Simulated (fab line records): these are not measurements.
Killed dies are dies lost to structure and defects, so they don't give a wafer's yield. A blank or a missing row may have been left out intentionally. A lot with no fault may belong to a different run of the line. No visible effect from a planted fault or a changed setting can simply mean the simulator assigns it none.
The tool behind it: which one? | flow sky130 | route of 708 steps, sampled at 1 step: 12 lots, 36 wafers

WHAT EACH GAUGE READ, for each wafer
SKY_FIELD_ISO_THK_MEAS_25.
lot  | measured    | on            | FIELD_ISO_CVD_24_THK (nm)
L075 | day 2 12:18 | film_metro-01 | 582 593 593
L077 | day 2 23:12 | film_metro-02 | 591 590 592
L079 | day 3 11:53 | film_metro-04 | 585 586 588
L081 | day 3 20:36 | film_metro-01 | 594 590 588
L083 | day 4 09:22 | film_metro-02 | 595 585 589
L085 | day 4 16:23 | film_metro-04 | 594 594 598
L087 | day 5 06:04 | film_metro-04 | 595 593 597
L089 | day 5 13:56 | film_metro-01 | 593 594 592
L091 | day 6 03:53 | film_metro-02 | 596 598 588
L093 | day 6 10:35 | film_metro-04 | 597 595 594
L095 | day 6 20:47 | film_metro-01 | 603 610 602
L097 | day 7 09:10 | film_metro-01 | 608 596 599

TOOL THAT RAN EACH LOT (tool first, then ch and the chambers of the sampled wafers, then the start)
Before these readings, the record contains no process step.

THE ANSWER, worked out from the rows above alone
Rule: what is usual is taken from the lots themselves. Put in order of their means at a reading, lots are off if they are a third of the lots or fewer, leave a main group of 4 or more, and stand apart from it by a gap of 3 or more times the standard deviation of the main group's means; of several such gaps the widest counts. If all means in a main group match to the digits the tables above print for the reading, that group is not used. A lot without any number at a reading at which 4 lots or more have one is off too. Where the step has rows for the other lots, those lots are counted as sound.
No lot is off on any of the readings shown, so nothing can be concluded from this.

WHAT WAS PUT IN BY THE SIMULATOR
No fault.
